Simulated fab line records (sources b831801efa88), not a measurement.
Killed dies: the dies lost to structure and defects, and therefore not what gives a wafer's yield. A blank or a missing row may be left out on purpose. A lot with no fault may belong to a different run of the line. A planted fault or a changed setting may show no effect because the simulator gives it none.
Chamber matching    flow sky130    SKY_VIA2_ETCH_15 on rie diel-03 has 4 sister chambers
The step etches SiO2 in C4F8/O2/Ar, stops on TiN, target depth 546 nm, time 84 s. 8 wafers are shown with their chamber, then 10 later ones without.

== WAFERS PAIRED WITH THEIR CHAMBERS ==
wafer   chamber  oes product au (a.u.)
L082.2  3        0.946
L082.5  3        0.938
L084.1  2        0.942
L084.4  1        0.940
L090.2  1        0.938
L090.6  0        0.936
L089.2  0        0.939
L089.5  2        0.940

== WAFERS WITHOUT THEIR CHAMBER ==
wafer   oes product au (a.u.)
L089.6  0.937
L092.1  0.945
L092.5  0.947
L092.6  0.938
L095.2  0.937
L095.3  0.943
L095.6  0.939
L097.1  0.937
L097.2  0.940
L097.6  0.951

== WHICH CHAMBER EACH WENT THROUGH ==
wafer   from the rows above                in truth
L089.6  can't be placed: 0 or 1 or 2 or 3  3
L092.1  can't be placed: 3 or 2 or 1 or 0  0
L092.5  can't be placed: 3 or 2 or 1 or 0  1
L092.6  can't be placed: 0 or 1 or 2 or 3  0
L095.2  can't be placed: 0 or 1 or 2 or 3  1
L095.3  can't be placed: 3 or 2 or 1 or 0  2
L095.6  can't be placed: 1 or 0 or 2 or 3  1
L097.1  can't be placed: 0 or 1 or 2 or 3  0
L097.2  can't be placed: 1 or 2 or 3 or 0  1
L097.6  can't be placed: 3 or 2 or 1 or 0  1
Placed correctly: 0 of 10. Cannot be placed on the basis of these rows: 10; the candidates contain the true chamber in 10. Wrongly placed: 0.
How it was worked out, from the rows above alone: a wafer's distance from a chamber is the root of the sum, over the readings, of the square of ((its reading less the chamber's mean) divided by the reading's scatter). The wafer belongs to the nearest chamber; if the next one is less than 2 further off, it can't be placed. A chamber's mean is the mean of its shown wafers. How the scatter is found: for the shown wafers, subtract from each reading the mean of its chamber, square and add these, divide the total by (wafers less chambers), then take the root.
